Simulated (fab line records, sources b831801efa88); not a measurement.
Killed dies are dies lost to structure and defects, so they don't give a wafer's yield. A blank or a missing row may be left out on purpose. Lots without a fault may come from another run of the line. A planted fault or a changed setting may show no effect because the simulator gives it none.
Which tool did it? | flow gf180mcu | 13 lots, 36 wafers sampled, at 4 steps of a route of 602

WHAT THE GAUGES READ, wafer by wafer
The record holds no reading of a measuring or inspecting step that can be judged against a usual standard deviation.

WHICH TOOL RAN EACH LOT (tool, then ch and the chambers of the sampled wafers, then the start)
lot  | GF_STI_ETCH_13                    | GF_STI_STRIP_15                     | GF_V3_ETCH_17                                 | GF_M4_STRIP_17
L877 | rie_diel-03 ch 2,3, day 2 02:05   | plasma_asher-01 ch 0,1, day 2 02:14 | rie_diel-04 ch 1,3, day 23 10:45 or earlier   | plasma_asher-04 ch 0,1, day 23 10:45
L878 | rie_diel-01 ch 0,2, day 2 06:02   | plasma_asher-01 ch 0,1, day 2 06:13 | rie_diel-04 ch 0,1,3, day 24 00:49 or earlier | plasma_asher-02 ch 0,1, day 24 00:49
L879 | rie_diel-03 ch 0,2,3, day 2 12:00 | plasma_asher-01 ch 0,1, day 2 12:09 | rie_diel-04 ch 2,3, day 24 06:17 or earlier   | plasma_asher-04 ch 0,1, day 24 06:17
L880 | rie_diel-02 ch 0,1,3, day 2 17:21 | plasma_asher-02 ch 0,1, day 2 17:30 | rie_diel-03 ch 0,2, day 24 18:00 or earlier   | plasma_asher-02 ch 0,1, day 24 18:00
L881 | rie_diel-02 ch 1,2,3, day 2 22:00 | plasma_asher-02 ch 1, day 2 22:09   | rie_diel-02 ch 1,2,3, day 25 01:20 or earlier | plasma_asher-02 ch 0,1, day 25 01:20
L882 | rie_diel-01 ch 0,1,2, day 3 03:05 | plasma_asher-02 ch 0,1, day 3 03:14 | rie_diel-03 ch 0,1, day 25 06:59 or earlier   | plasma_asher-01 ch 0, day 25 06:59
L885 | rie_diel-01 ch 0,2, day 3 18:17   | plasma_asher-01 ch 0,1, day 3 18:26 | rie_diel-04 ch 1,2, day 26 03:56 or earlier   | plasma_asher-04 ch 0,1, day 26 03:56
L886 | rie_diel-02 ch 0,1,3, day 3 23:45 | plasma_asher-01 ch 0,1, day 3 23:54 | rie_diel-03 ch 0,2,3, day 26 13:42 or earlier | plasma_asher-02 ch 1, day 26 13:42
L888 | rie_diel-01 ch 1,2,3, day 4 11:24 | plasma_asher-01 ch 0,1, day 4 11:33 | rie_diel-02 ch 1,2,3, day 27 04:51 or earlier | plasma_asher-01 ch 0,1, day 27 04:51
L891 | rie_diel-01 ch 0,2, day 5 01:41   | plasma_asher-01 ch 1, day 5 01:51   | rie_diel-03 ch 0,1, day 28 01:54 or earlier   | plasma_asher-02 ch 1, day 28 01:54
L896 | rie_diel-01 ch 0,3, day 6 03:26   | plasma_asher-02 ch 0,1, day 6 03:36 | rie_diel-02 ch 2,3, day 29 16:08 or earlier   | plasma_asher-04 ch 0,1, day 29 16:08
L898 | rie_diel-01 ch 0,3, day 6 14:23   | plasma_asher-04 ch 0,1, day 6 14:33 | rie_diel-04 ch 1,2, day 29 23:20 or earlier   | plasma_asher-01 ch 0,1, day 29 23:20
L900 | rie_diel-02 ch 0,1,3, day 7 00:50 | plasma_asher-02 ch 0,1, day 7 01:00 | rie_diel-04 ch 0,3, day 30 20:35 or earlier   | plasma_asher-01 ch 0,1, day 30 20:35
- GF_STI_ETCH_13: etches the open film in CHF3/O2, stops on Si, target depth 282.31 nm, time 112.9 s.
- GF_STI_STRIP_15: strips in O2/N2.
- GF_V3_ETCH_17: etches SiO2 in C4F8/O2/Ar, stops on TiN, target depth 635 nm.
- GF_M4_STRIP_17: strips in O2/N2.

WHAT THE TOOLS THEMSELVES READ (means of the sampled wafers that have a number; where no wafer has one, the mark that the record gives instead)
GF_STI_ETCH_13. Usual: O2_flow_sccm 4.998 sccm, standard deviation 0.015; drypump_motor_current_A 5.4 A, standard deviation 0.53; oes_product_au 0.832 a.u., standard deviation 0.0064; run_length_s 141.3 s, standard deviation 0.37; throttle_valve_pct 8.810 %, standard deviation 0.0093.
lot  | tool        | O2_flow_sccm (sccm) | drypump_motor_current_A (A) | oes_product_au (a.u.) | run_length_s (s) | throttle_valve_pct (%) | flag
L877 | rie_diel-03 | 5.013               | 4.9                         | 0.826                 | 141.4            | 8.810                  |
L878 | rie_diel-01 | 5.009               | 5.5                         | 0.832                 | 141.4            | 8.812                  |
L879 | rie_diel-03 | 4.987               | 5.1                         | 0.830                 | 141.6            | 8.800                  |
L880 | rie_diel-02 | 5.010               | 5.5                         | 0.828                 | 141.1            | 8.809                  |
L881 | rie_diel-02 | 5.006               | 5.7                         | 0.834                 | 141.3            | 8.807                  |
L882 | rie_diel-01 | 5.006               | 5.2                         | 0.835                 | 141.3            | 8.828                  |
L885 | rie_diel-01 | 5.013               | 5.5                         | 0.827                 | 141.3            | 8.805                  |
L886 | rie_diel-02 | 5.005               | 5.5                         | 0.831                 | 141.1            | 8.806                  |
L888 | rie_diel-01 | 5.001               | 5.7                         | 0.838                 | 141.8            | 8.812                  |
L891 | rie_diel-01 | 4.986               | 5.3                         | 0.893                 | 134.2            | 8.824                  | OFF
L896 | rie_diel-01 | 5.008               | 5.7                         | 0.954                 | 126.8            | 8.844                  | OFF
L898 | rie_diel-01 | 4.988               | 5.7                         | 0.888                 | 133.8            | 8.826                  | OFF
L900 | rie_diel-02 | 4.990               | 5.5                         | 0.836                 | 141.0            | 8.807                  |

GF_STI_STRIP_15. Usual: drypump_motor_current_A 5.9 A, standard deviation 0.32; heater_power_w 316 W, standard deviation 17; o2_flow_sccm 3001 sccm, standard deviation 8.8; oes_product_au 0.383 a.u., standard deviation 0.0046; strip_time_to_endpoint_s 3.72 s, standard deviation 0.038.
lot  | tool            | drypump_motor_current_A (A) | heater_power_w (W) | o2_flow_sccm (sccm) | oes_product_au (a.u.) | strip_time_to_endpoint_s (s) | flag
L877 | plasma_asher-01 | 5.8                         | 310                | 2996                | 0.382                 | 3.70                         |
L878 | plasma_asher-01 | 5.8                         | 313                | 2999                | 0.388                 | 3.76                         |
L879 | plasma_asher-01 | 6.0                         | 311                | 2995                | 0.379                 | 3.70                         |
L880 | plasma_asher-02 | 6.2                         | 325                | 3001                | 0.384                 | 3.74                         |
L881 | plasma_asher-02 | 5.7                         | 315                | 2999                | 0.389                 | 3.69                         |
L882 | plasma_asher-02 | 6.0                         | 323                | 3007                | 0.385                 | 3.72                         |
L885 | plasma_asher-01 | 6.0                         | 314                | 2995                | 0.385                 | 3.78                         |
L886 | plasma_asher-01 | 5.8                         | 314                | 3008                | 0.380                 | 3.70                         |
L888 | plasma_asher-01 | 5.8                         | 316                | 2993                | 0.385                 | 3.75                         |
L891 | plasma_asher-01 | 6.1                         | 314                | 2998                | 0.389                 | 3.85                         | OFF
L896 | plasma_asher-02 | 6.1                         | 325                | 3001                | 0.395                 | 4.04                         | OFF
L898 | plasma_asher-04 | 5.8                         | 313                | 3000                | 0.394                 | 3.89                         | OFF
L900 | plasma_asher-02 | 6.0                         | 316                | 3010                | 0.381                 | 3.67                         |

GF_V3_ETCH_17. Usual: oes_product_au 0.856 a.u., standard deviation 0.0047.
lot  | tool        | oes_product_au (a.u.) | flag
L877 | rie_diel-04 | 0.856                 |
L878 | rie_diel-04 | 0.853                 |
L879 | rie_diel-04 | 0.858                 |
L880 | rie_diel-03 | 0.850                 |
L881 | rie_diel-02 | 0.858                 |
L882 | rie_diel-03 | 0.852                 |
L885 | rie_diel-04 | 0.857                 |
L886 | rie_diel-03 | 0.859                 |
L888 | rie_diel-02 | 0.856                 |
L891 | rie_diel-03 | 0.856                 |
L896 | rie_diel-02 | 0.859                 |
L898 | rie_diel-04 | 0.854                 |
L900 | rie_diel-04 | 0.853                 |

GF_M4_STRIP_17. Usual: drypump_motor_current_A 5.9 A, standard deviation 0.33; heater_power_w 316 W, standard deviation 21; o2_flow_sccm 3002 sccm, standard deviation 8.7; oes_product_au 0.536 a.u., standard deviation 0.0048; strip_time_to_endpoint_s 7.36 s, standard deviation 0.061.
lot  | tool            | drypump_motor_current_A (A) | heater_power_w (W) | o2_flow_sccm (sccm) | oes_product_au (a.u.) | strip_time_to_endpoint_s (s) | flag
L877 | plasma_asher-04 | 5.7                         | 304                | 2993                | 0.537                 | 7.42                         |
L878 | plasma_asher-02 | 6.0                         | 320                | 3002                | 0.538                 | 7.36                         |
L879 | plasma_asher-04 | 5.9                         | 326                | 3002                | 0.540                 | 7.41                         |
L880 | plasma_asher-02 | 6.0                         | 314                | 3016                | 0.534                 | 7.40                         |
L881 | plasma_asher-02 | 6.2                         | 326                | 3000                | 0.534                 | 7.35                         |
L882 | plasma_asher-01 | 5.7                         | 316                | 3002                | 0.536                 | 7.36                         |
L885 | plasma_asher-04 | 5.7                         | 299                | 3003                | 0.536                 | 7.37                         |
L886 | plasma_asher-02 | 5.7                         | 313                | 2993                | 0.538                 | 7.35                         |
L888 | plasma_asher-01 | 6.0                         | 307                | 2999                | 0.542                 | 7.34                         |
L891 | plasma_asher-02 | 5.7                         | 316                | 3014                | 0.535                 | 7.33                         |
L896 | plasma_asher-04 | 5.8                         | 312                | 3004                | 0.538                 | 7.38                         |
L898 | plasma_asher-01 | 5.9                         | 306                | 3002                | 0.536                 | 7.41                         |
L900 | plasma_asher-01 | 5.8                         | 314                | 3007                | 0.530                 | 7.27                         |

THE ANSWER, worked out from the rows above alone
Rule: a lot is off if the mean of its wafers that have a number lies more than 3 standard deviations from the usual mean. A lot without any number at a reading at which 4 lots or more have one is off too. The other lots that the step has rows for count as sound. The gauges are gone through in route order, then the tools' own readings, and for those a lot's mean is taken as printed above. The first step at which some lot is off is used, and at that step the reading that is off furthest; a lot without a number counts as furthest.
Off: L891, L896, L898, at GF_STI_ETCH_13 (run_length_s).
A tool fits if, at that step or a process step before it, it ran every lot that is off, and no sound lot after the first of them. One fits: rie_diel-01 at GF_STI_ETCH_13. Its last sound lot is L888 (day 4 11:24), its first lot that is off L891 (day 5 01:41): a fault that began between those two fits.
The tool's own readings at GF_STI_ETCH_13 bear it out: on the lots that are off they differ by more than 5 times the standard deviation of the sound lots' means. oes_product_au reads 0.912 a.u. there against 0.832 a.u. on the sound lots; run_length_s reads 131.6 s there against 141.3 s on the sound lots.

WHAT THE SIMULATOR HAD PUT IN
Process parameter drift: rie_diel-01, from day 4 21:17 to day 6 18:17, at GF_STI_ETCH_13. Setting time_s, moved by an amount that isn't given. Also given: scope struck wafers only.
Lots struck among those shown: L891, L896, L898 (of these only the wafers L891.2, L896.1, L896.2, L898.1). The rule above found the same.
